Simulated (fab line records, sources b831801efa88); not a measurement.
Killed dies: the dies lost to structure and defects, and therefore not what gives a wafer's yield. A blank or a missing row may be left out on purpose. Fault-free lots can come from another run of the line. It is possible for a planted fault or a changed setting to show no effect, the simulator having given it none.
fab line records | flow gf180mcu
record: lots: 7 wafers: 21 last-day: 34
route steps=602 shown LVPWELL@63 MVSD@66 MVPSD@78 VT_IMPLANT@90
lots untouched by any fault: they come from a run of this same line in which no faults occurred
start-h: hours from the record's first day to the start of the lot's first wafer shown | wait-h: hours since the lot's step before | " identical to the entry in the row above | L1.1+2: several wafers, shown together as one row | - no value, or no start was given | * or withheld: withheld | < > ~ a bound
route shown NAME@n: a module of which the file shows steps, and the number in the route of the first | usual: mean/standard deviation taken from wafers without a fault | same: alike in all rows | chamber/n: place in a boat | sites: readings site by site | _std_site: standard deviation of those values | _edge_site: the outer-site mean with the inner-site mean subtracted | radius-mm: how far each site lies from the wafer's centre | mask NAME#n: copy n | behind: tool/chamber where the wafer was last shaped | hold: why the lot went on hold/how many hours it stayed there/how the hold came to an end | device: transistor that didn't switch, given as n, p or np | end of line: at the end of the route, the tests of the same wafers | step lacking rows: just its recipe | killed: dies that structure and defects cost at the first sort, which is not the same as the wafer's yield | map: the dies of a wafer, with x for killed, . for not killed, _ for no die there
set.NAME: the setting that was run; set.NAME@STEP: the one run at that earlier step | model.NAME: the simulator's own value behind a step, which no gauge read
lots seen at some steps along the route; tables by step, rows by wafer
services: from which hour (start-h, from the record's first day; less than 0 if before it) a tool's chamber was out of use, for how many hours, and why
== steps ==
step: GF_LVPWELL_IMPLANT_09
recipe: species: B energy-kev: 60 dose-cm2: 5.099e+12 tilt-deg: 0
step: GF_LVPWELL_STRIP_10
recipe: chemistry: O2/N2 power-w: 1400 pressure-mtorr: 1500 platen-temp-c: 250 o2-flow-sccm: 3000 n2-flow-sccm: 300 overash-fraction: 0.5
usual: drypump-motor-current-A: 5.7/0.53 heater-power-w: 326/24 oes-product-au: 0.722/0.0047 strip-time-to-endpoint-s: 36.99/0.1
columns lot.wafer tool chamber start-h wait-h drypump-motor-current-A heater-power-w oes-product-au rf-hours-counter-h strip-time-to-endpoint-s
L670.3 plasma-asher-04 0 75.12 0.1 5.3 313 0.722 - 36.90
L670.4 " 1 " " 6.1 339 0.727 - 36.82
L670.5 " 0 " " 5.3 308 0.717 - 36.93
L679.2 plasma-asher-01 1 133.08 0.1 6.0 319 0.727 34 37.11
L679.4 " 1 " " 6.0 329 0.713 - 37.09
L679.6 " 0 " " 4.7 365 0.717 - 37.10
L681.1 plasma-asher-04 1 142.08 0.1 6.1 339 0.732 43 36.96
L681.3 " 1 " " 6.1 331 0.728 - 37.00
L681.6 " 1 " " 6.1 338 0.722 - 36.97
L682.1 plasma-asher-03 1 145.83 0.1 6.3 340 0.727 57 36.97
L682.3 " 0 " " 5.6 279 0.728 - 37.13
L682.6 " 1 " " 6.4 335 0.726 - 36.97
L683.2 plasma-asher-04 1 150.58 0.1 6.1 337 0.710 44 36.83
L683.3 " 0 " " 5.3 316 0.724 - 36.83
L683.4 " 1 " " 6.1 336 0.728 - 36.90
L687.1 plasma-asher-04 0 169.57 0.1 5.3 314 0.730 46 37.05
L687.2 " 1 " " 6.1 338 0.718 46 37.05
L687.6 " 1 " " 6.1 336 0.726 - 37.10
L692.1 plasma-asher-03 0 204.67 0.1 5.5 288 0.724 63 36.92
L692.2 " 1 " " 6.4 344 0.723 63 36.89
L692.6 " 0 " " 5.5 286 0.725 - 36.92
step: GF_LVPWELL_TW_MEAS_11
usual: LVPWELL_TW: 564/3.1
columns lot.wafer tool chamber start-h wait-h LVPWELL_TW
L670.3 film-metro-03 - 75.21 0.1 568
L670.4 " - " " 570
L670.5 " - " " 569
L679.2 film-metro-01 - 133.19 0.1 566
L679.4 " - " " 570
L679.6 " - " " 569
L681.1 film-metro-04 - 142.18 0.1 562
L681.3 " - " " 559
L681.6 " - " " 560
L682.1 film-metro-01 - 145.93 0.1 567
L682.3 " - " " 567
L682.6 " - " " 566
L683.2 film-metro-01 - 150.69 0.1 563
L683.3 " - " " 563
L683.4 " - " " 562
L687.1 film-metro-04 - 169.67 0.1 557
L687.2 " - " " 558
L687.6 " - " " 562
L692.1 film-metro-04 - 204.77 0.1 566
L692.2 " - " " 566
L692.6 " - " " 571
step: GF_MVSD_DEHYDRATE_00
recipe: temp-c: 200 time-s: 60
step: GF_MVSD_HMDS_01
recipe: prime-time-s: 60 prime-temp-c: 120
step: GF_MVSD_COAT_02
recipe: spin-rpm: 2000 resist-thk-nm: 3000
step: GF_MVSD_SOFTBAKE_03
recipe: temp-c: 110 time-s: withheld
step: GF_MVSD_EXPOSE_04
recipe: mask-id: MVSD target-cd-nm: 1000 na: 0.6 source-shape: conventional sigma-outer: 0.6 dose-mj: 260
step: GF_MVSD_PEB_05
recipe: temp-c: 115 time-s: withheld
step: GF_MVSD_DEVELOP_06
recipe: wall-angle-deg: 90 develop-time-s: 60 dev-temp-c: 23
step: GF_MVSD_OVL_MEAS_07
usual: MVSD_OVL: 0.6/1.3
columns lot.wafer tool chamber start-h wait-h MVSD_OVL[nm]
L670.3 overlay-02 - 88.56 - 2.1
L670.4 " - " " 1.6
L670.5 " - " " 2.7
L679.2 overlay-01 - 148.66 - -1.6
L679.4 " - " " -1.0
L679.6 " - " " -0.5
L681.1 overlay-02 - 156.93 - 1.5
L681.3 " - " " 1.3
L681.6 " - " " -0.4
L682.1 overlay-01 - 160.31 - -0.2
L682.3 " - " " 2.8
L682.6 " - " " 1.4
L683.2 overlay-01 - 166.26 - 1.4
L683.3 " - " " 0.1
L683.4 " - " " 0.5
L687.1 overlay-02 - 185.35 - 2.4
L687.2 " - " " 2.2
L687.6 " - " " 2.3
L692.1 overlay-02 - 222.90 - -1.0
L692.2 " - " " 0.7
L692.6 " - " " 0.6
step: GF_MVSD_IMPLANT_08
recipe: species: P energy-kev: 400 dose-cm2: 1.6e+13 tilt-deg: 0
step: GF_MVSD_IMPLANT_09
recipe: species: P energy-kev: 100 dose-cm2: 5e+12 tilt-deg: 0
usual: beam-energy-keV: 100.00/0.034 beam-on-s: 10.00/0.19 faraday-current-uA: 28.2/0.54
columns lot.wafer tool chamber start-h wait-h beam-energy-keV beam-on-s faraday-current-uA
L670.3 implanter-01 0 88.79 0.1 99.99 10.19 27.8
L670.4 " 0 " " 100.02 10.13 27.9
L670.5 " 0 " " 100.04 9.87 28.6
L679.2 implanter-02 0 148.86 0.1 99.98 10.07 27.9
L679.4 " 0 " " 100.01 10.14 27.7
L679.6 " 0 " " 99.99 10.07 27.9
L681.1 implanter-02 - 157.12 0.1 - - -
L681.3 " - " " - - -
L681.6 " - " " - - -
L682.1 implanter-01 - 160.49 0.1 - - -
L682.3 " - " " - - -
L682.6 " - " " - - -
L683.2 implanter-01 - 166.47 0.1 - - -
L683.3 " - " " - - -
L683.4 " - " " - - -
L687.1 implanter-01 0 185.54 0.1 100.06 9.79 28.8
L687.2 " 0 " " 99.97 10.16 27.8
L687.6 " 0 " " 99.99 10.13 27.8
L692.1 implanter-03 0 223.08 0.1 100.02 10.05 27.9
L692.2 " 0 " " 100.00 9.99 28.2
L692.6 " 0 " " 100.00 9.77 28.8
step: GF_MVSD_STRIP_10
recipe: chemistry: O2/N2 power-w: 1400 pressure-mtorr: 1500 platen-temp-c: 250 o2-flow-sccm: 3096 n2-flow-sccm: 300 overash-fraction: 0.5
usual: drypump-motor-current-A: 5.5/0.53 heater-power-w: 339/20 oes-product-au: 0.723/0.0046 strip-time-to-endpoint-s: 36.86/0.11
columns lot.wafer tool chamber start-h wait-h drypump-motor-current-A heater-power-w oes-product-au rf-hours-counter-h strip-time-to-endpoint-s
L670.3 plasma-asher-01 1 88.92 0.1 6.0 324 0.726 - 36.83
L670.4 " 0 " " 4.7 366 0.720 - 36.82
L670.5 " 1 " " 6.0 318 0.723 - 36.77
L679.2 plasma-asher-02 0 148.99 0.1 5.4 343 0.723 3 36.90
L679.4 " 0 " " 5.4 340 0.722 - 36.89
L679.6 " 1 " " 5.7 359 0.719 - 36.93
L681.1 plasma-asher-02 0 157.27 0.1 5.3 334 0.720 4 36.83
L681.3 " 1 " " 5.7 361 0.726 - 36.74
L681.6 " 1 " " 5.7 367 0.721 - 36.70
L682.1 plasma-asher-01 1 160.64 0.1 6.0 322 0.730 37 36.89
L682.3 " 1 " " 6.0 323 0.726 - 36.82
L682.6 " 0 " " 4.7 366 0.723 - 36.85
L683.2 plasma-asher-01 1 166.59 0.1 6.0 325 0.738 38 36.57
L683.3 " 1 " " 6.0 332 0.721 - 36.67
L683.4 " 0 " " 4.7 364 0.727 - 36.70
L687.1 plasma-asher-01 1 185.69 0.1 6.0 323 0.725 40 36.85
L687.2 " 0 " " 4.8 363 0.728 40 36.86
L687.6 " 0 " " 4.7 374 0.720 - 36.81
L692.1 plasma-asher-01 0 223.23 0.1 4.7 361 0.720 43 36.86
L692.2 " 1 " " 6.0 327 0.719 43 36.89
L692.6 " 0 " " 4.7 364 0.721 - 36.87
step: GF_MVSD_TW_MEAS_11
usual: MVSD_TW: 1592/7.4
columns lot.wafer tool chamber start-h wait-h MVSD_TW
L670.3 film-metro-04 - 89.01 0.1 1592
L670.4 " - " " 1593
L670.5 " - " " 1592
L679.2 film-metro-04 - 149.10 0.1 1579
L679.4 " - " " 1580
L679.6 " - " " 1581
L681.1 film-metro-01 - 157.37 0.1 1521
L681.3 " - " " 1522
L681.6 " - " " 1529
L682.1 film-metro-03 - 160.74 0.1 1536
L682.3 " - " " 1528
L682.6 " - " " 1541
L683.2 film-metro-03 - 166.70 0.1 1520
L683.3 " - " " 1525
L683.4 " - " " 1533
L687.1 film-metro-04 - 185.79 0.1 1586
L687.2 " - " " 1587
L687.6 " - " " 1596
L692.1 film-metro-04 - 223.33 0.1 1593
L692.2 " - " " 1597
L692.6 " - " " 1595
step: GF_MVPSD_DEHYDRATE_00
recipe: temp-c: 200 time-s: 60
step: GF_MVPSD_HMDS_01
recipe: prime-time-s: 60 prime-temp-c: 120
step: GF_MVPSD_COAT_02
recipe: spin-rpm: 2000 resist-thk-nm: 3000
step: GF_MVPSD_SOFTBAKE_03
recipe: temp-c: 110 time-s: withheld
step: GF_MVPSD_EXPOSE_04
recipe: mask-id: MVPSD target-cd-nm: 1000 na: 0.6 source-shape: conventional sigma-outer: 0.6 dose-mj: 260
step: GF_MVPSD_PEB_05
recipe: temp-c: 115 time-s: withheld
step: GF_MVPSD_DEVELOP_06
recipe: wall-angle-deg: 90 develop-time-s: 60 dev-temp-c: 23
step: GF_MVPSD_OVL_MEAS_07
usual: MVPSD_OVL: 0.4/1.4
columns lot.wafer tool chamber start-h wait-h MVPSD_OVL[nm]
L670.3 overlay-02 - 101.50 - 0.6
L670.4 " - " " 1.8
L670.5 " - " " 0.4
L679.2 overlay-01 - 163.19 - 1.1
L679.4 " - " " 1.1
L679.6 " - " " 0.3
L681.1 overlay-02 - 173.31 - 2.2
L681.3 " - " " 2.4
L681.6 " - " " 1.5
L682.1 overlay-02 - 176.81 - 2.3
L682.3 " - " " 1.2
L682.6 " - " " 0.9
L683.2 overlay-02 - 182.91 - -1.7
L683.3 " - " " -0.8
L683.4 " - " " 0.6
L687.1 overlay-02 - 202.58 - 1.5
L687.2 " - " " 0.0
L687.6 " - " " 2.2
L692.1 overlay-01 - 241.53 - 0.0
L692.2 " - " " 1.2
L692.6 " - " " 0.5
step: GF_MVPSD_IMPLANT_08
recipe: species: B energy-kev: 170 dose-cm2: 1.5e+13 tilt-deg: 0
step: GF_MVPSD_IMPLANT_09
recipe: species: B energy-kev: 40 dose-cm2: 5e+12 tilt-deg: 0
step: GF_MVPSD_STRIP_10
recipe: chemistry: O2/N2 power-w: 1400 pressure-mtorr: 1500 platen-temp-c: 250 o2-flow-sccm: 3000 n2-flow-sccm: 300 overash-fraction: 0.5
usual: drypump-motor-current-A: 5.7/0.39 heater-power-w: 330/23 oes-product-au: 0.722/0.0045 strip-time-to-endpoint-s: 36.96/0.1
columns lot.wafer tool chamber start-h wait-h drypump-motor-current-A heater-power-w oes-product-au rf-hours-counter-h strip-time-to-endpoint-s
L670.3 plasma-asher-02 1 101.86 0.1 5.7 356 0.726 - 37.01
L670.4 " 0 " " 5.4 342 0.719 - 37.08
L670.5 " 1 " " 5.7 351 0.720 - 36.93
L679.2 plasma-asher-03 1 163.52 0.1 6.4 339 0.727 58 36.90
L679.4 " 0 " " 5.5 290 0.717 - 36.95
L679.6 " 1 " " 6.4 349 0.720 - 37.01
L681.1 plasma-asher-02 1 173.64 0.1 5.7 362 0.728 6 36.98
L681.3 " 0 " " 5.4 345 0.724 - 37.13
L681.6 " 1 " " 5.7 351 0.731 - 37.04
L682.1 plasma-asher-03 0 177.14 0.1 5.5 288 0.717 60 36.76
L682.3 " 0 " " 5.6 295 0.725 - 36.72
L682.6 " 0 " " 5.5 280 0.719 - 36.82
L683.2 plasma-asher-03 0 183.24 0.1 5.6 280 0.728 60 37.00
L683.3 " 0 " " 5.6 288 0.721 - 36.89
L683.4 " 1 " " 6.4 338 0.717 - 36.92
L687.1 plasma-asher-04 1 202.92 0.1 6.1 346 0.721 49 36.95
L687.2 " 0 " " 5.3 311 0.724 49 36.94
L687.6 " 0 " " 5.3 317 0.722 - 36.98
L692.1 plasma-asher-04 1 241.87 0.1 6.1 337 0.723 53 36.95
L692.2 " 0 " " 5.3 318 0.727 53 37.05
L692.6 " 0 " " 5.3 322 0.718 - 37.10
step: GF_MVPSD_TW_MEAS_11
usual: MVPSD_TW: 557.2/2.8
columns lot.wafer tool chamber start-h wait-h MVPSD_TW
L670.3 film-metro-04 - 101.95 0.1 556.5
L670.4 " - " " 552.7
L670.5 " - " " 554.6
L679.2 film-metro-03 - 163.63 0.1 561.5
L679.4 " - " " 558.5
L679.6 " - " " 561.9
L681.1 film-metro-03 - 173.74 0.1 557.4
L681.3 " - " " 559.1
L681.6 " - " " 557.2
L682.1 film-metro-04 - 177.24 0.1 553.3
L682.3 " - " " 555.7
L682.6 " - " " 553.5
L683.2 film-metro-04 - 183.35 0.1 553.8
L683.3 " - " " 554.7
L683.4 " - " " 554.7
L687.1 film-metro-01 - 203.02 0.1 556.9
L687.2 " - " " 558.1
L687.6 " - " " 557.3
L692.1 film-metro-03 - 241.97 0.1 557.5
L692.2 " - " " 557.6
L692.6 " - " " 557.1
step: GF_VT_IMPLANT_DEHYDRATE_00
recipe: temp-c: 200 time-s: 60
step: GF_VT_IMPLANT_HMDS_01
recipe: prime-time-s: 60 prime-temp-c: 120
step: GF_VT_IMPLANT_COAT_02
recipe: resist: NOVOLAK spin-rpm: 3000 resist-thk-nm: 1000
step: GF_VT_IMPLANT_SOFTBAKE_03
recipe: temp-c: 90 time-s: 60 resist: NOVOLAK
step: GF_VT_IMPLANT_EXPOSE_04
recipe: mask-id: LVPWELL_LV_AREA target-cd-nm: 600 na: 0.6 source-shape: conventional sigma-outer: 0.6 dose-mj: 140
step: GF_VT_IMPLANT_PEB_05
recipe: temp-c: withheld time-s: * resist: NOVOLAK
step: GF_VT_IMPLANT_DEVELOP_06
recipe: develop-time-s: 60 dev-temp-c: 23
step: GF_VT_IMPLANT_OVL_MEAS_07
usual: VT_IMPLANT_OVL: 0.4/1.4
columns lot.wafer tool chamber start-h wait-h VT_IMPLANT_OVL[nm]
L670.3 overlay-02 - 116.31 0.1 0.9
L670.4 " - " " 0.8
L670.5 " - " " 1.6
L679.2 overlay-02 - 179.01 0.1 1.1
L679.4 " - " " 0.7
L679.6 " - " " 2.5
L681.1 overlay-02 - 189.64 0.1 1.9
L681.3 " - " " 1.7
L681.6 " - " " 0.3
L682.1 overlay-01 - 193.91 0.1 1.8
L682.3 " - " " 1.1
L682.6 " - " " 1.7
L683.2 overlay-01 - 200.01 0.1 -2.0
L683.3 " - " " -0.5
L683.4 " - " " -2.3
L687.1 overlay-01 - 220.34 0.1 0.3
L687.2 " - " " 0.6
L687.6 " - " " 2.1
L692.1 overlay-01 - 259.69 0.1 1.5
L692.2 " - " " 1.7
L692.6 " - " " 1.8
step: GF_VT_IMPLANT_IMPLANT_08
recipe: species: BF2 energy-kev: 20 dose-cm2: 8.29e+12 tilt-deg: 7
step: GF_VT_IMPLANT_STRIP_09
recipe: chemistry: O2/N2 power-w: 1400 pressure-mtorr: 1500 platen-temp-c: 250 o2-flow-sccm: 3000 n2-flow-sccm: 300 overash-fraction: 0.5
usual: drypump-motor-current-A: 5.7/0.54 heater-power-w: 331/28 oes-product-au: 0.716/0.0041 strip-time-to-endpoint-s: 12.63/0.039
columns lot.wafer tool chamber start-h wait-h drypump-motor-current-A heater-power-w oes-product-au rf-hours-counter-h strip-time-to-endpoint-s
L670.3 plasma-asher-03 1 116.52 0.1 6.4 347 0.711 - 12.64
L670.4 " 0 " " 5.5 289 0.716 - 12.63
L670.5 " 1 " " 6.4 350 0.714 - 12.60
L679.2 plasma-asher-01 1 179.19 0.1 6.0 327 0.712 39 12.69
L679.4 " 0 " " 4.8 359 0.720 - 12.67
L679.6 " 1 " " 6.0 322 0.709 - 12.65
L681.1 plasma-asher-01 1 189.83 0.1 6.1 325 0.711 40 12.63
L681.3 " 0 " " 4.7 370 0.718 - 12.62
L681.6 " 1 " " 6.0 317 0.718 - 12.63
L682.1 plasma-asher-01 0 194.09 0.1 4.7 365 0.710 41 12.64
L682.3 " 0 " " 4.7 360 0.723 - 12.68
L682.6 " 0 " " 4.7 365 0.721 - 12.68
L683.2 plasma-asher-03 0 200.19 0.1 5.5 289 0.711 62 12.69
L683.3 " 0 " " 5.5 280 0.721 - 12.71
L683.4 " 1 " " 6.3 341 0.721 - 12.70
L687.1 plasma-asher-03 0 220.52 0.1 5.5 290 0.715 64 12.63
L687.2 " 1 " " 6.4 343 0.717 64 12.63
L687.6 " 1 " " 6.4 337 0.714 - 12.59
L692.1 plasma-asher-02 1 259.87 0.1 5.6 366 0.719 15 12.56
L692.2 " 0 " " 5.3 341 0.715 15 12.59
L692.6 " 0 " " 5.4 336 0.716 - 12.53
step: GF_VT_IMPLANT_TW_MEAS_10
usual: VT_IMPLANT_TW: 565.7/2.9
columns lot.wafer tool chamber start-h wait-h VT_IMPLANT_TW
L670.3 film-metro-04 - 116.61 0.1 568.1
L670.4 " - " " 565.3
L670.5 " - " " 566.2
L679.2 film-metro-04 - 179.30 0.1 566.5
L679.4 " - " " 567.1
L679.6 " - " " 566.8
L681.1 film-metro-04 - 189.93 0.1 565.8
L681.3 " - " " 563.6
L681.6 " - " " 566.1
L682.1 film-metro-02 - 194.19 0.1 566.6
L682.3 " - " " 565.4
L682.6 " - " " 564.1
L683.2 film-metro-03 - 200.30 0.1 568.4
L683.3 " - " " 569.4
L683.4 " - " " 570.3
L687.1 film-metro-02 - 220.62 0.1 566.8
L687.2 " - " " 567.1
L687.6 " - " " 569.3
L692.1 film-metro-03 - 259.97 0.1 569.9
L692.2 " - " " 569.1
L692.6 " - " " 566.3
step: GF_VT_IMPLANT_DEHYDRATE_11
recipe: temp-c: 200 time-s: 60
step: GF_VT_IMPLANT_HMDS_12
recipe: prime-time-s: 60 prime-temp-c: 120
step: GF_VT_IMPLANT_COAT_13
recipe: resist: NOVOLAK spin-rpm: 3000 resist-thk-nm: 993.2
step: GF_VT_IMPLANT_SOFTBAKE_14
recipe: temp-c: 90 time-s: 60 resist: NOVOLAK
step: GF_VT_IMPLANT_RS_MEAS_46
recipe: thk-meas-gauge: four-point-probe
usual: MVSD_RS: 457.2/1.2
columns lot.wafer tool chamber start-h wait-h MVSD_RS[ohm/sq]
L670.3 film-metro-03 - 162.59 0.1 456.9
L670.4 " - " " 457.0
L670.5 " - " " 457.2
L679.2 film-metro-04 - 231.21 0.1 457.0
L679.4 " - " " 454.7
L679.6 " - " " 456.7
L681.1 film-metro-04 - 243.63 0.1 -
L681.3 " - " " -
L681.6 " - " " -
L682.1 film-metro-04 - 247.73 0.1 -
L682.3 " - " " -
L682.6 " - " " -
L683.2 film-metro-03 - 253.01 0.1 -
L683.3 " - " " -
L683.4 " - " " -
L687.1 film-metro-04 - 276.39 0.1 455.9
L687.2 " - " " 455.5
L687.6 " - " " 456.6
L692.1 film-metro-01 - 320.76 0.1 457.9
L692.2 " - " " 456.5
L692.6 " - " " 456.7
== services ==
columns tool chamber start-h hours kind
implanter-02 - 59.76 2.4 repair
plasma-asher-01 - 96.86 2.9 repair
plasma-asher-02 - 108.75 9.0 pm
plasma-asher-02 0 108.75 9.0 vent-cycle
plasma-asher-02 1 108.75 9.0 vent-cycle
plasma-asher-02 0 117.75 - clean
plasma-asher-02 1 117.75 - clean
implanter-01 - 139.27 2.2 repair
implanter-03 - 163.48 2.7 repair
implanter-03 - 166.20 3.5 pm
implanter-02 - 170.59 11.1 pm
implanter-03 - 170.77 3.4 repair
implanter-03 - 176.58 19.7 pm
implanter-01 - 206.55 0.7 repair
implanter-01 - 240.17 3.3 repair
implanter-01 - 245.58 3.6 repair
plasma-asher-01 - 250.72 3.2 repair
== key ==
first-sign: step: GF_MVSD_IMPLANT_09 reading: tool-record direction: missing
effect: step: GF_MVSD_TW_MEAS_11 reading: MVSD_TW direction: down sigmas: 8.6 usual: 1592 struck: 1528
effect: step: GF_VT_IMPLANT_RS_MEAS_46 reading: MVSD_RS direction: missing
met-at GF_MVSD_IMPLANT_09
struck-wafers L681.1,L681.3,L681.6,L682.1,L682.3,L682.6,L683.2,L683.3,L683.4
later-rows-left-out L681.1,L681.3,L681.6,L682.1,L682.3,L682.6,L683.2,L683.3,L683.4
sort-left-out L681.1,L681.3,L681.6,L682.1,L682.3,L682.6,L683.2,L683.3,L683.4
tester-left-out L681,L682,L683
onset-between 148.86 157.12
fault: kind: skipped-step-whole tool: implanter-01,implanter-02 chamber: - onset-h: 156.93 steps: GF_MVSD_IMPLANT_09 scope: struck-lots-only
tester-left-out: of these lots the tester's yield and bins aren't shown, on N5 and GAA mostly nor the transistor test; their killed dies are dies lost to structure and defects alone, not to doping, threshold or leakage, so they don't give the yield
sort-left-out: the simulated sort isn't trusted on such a fault, so these wafers' sort isn't shown, and their yield isn't known
later-rows-left-out: the simulator's readings of these wafers behind a module that went badly wrong aren't trusted and aren't shown, but for the sort
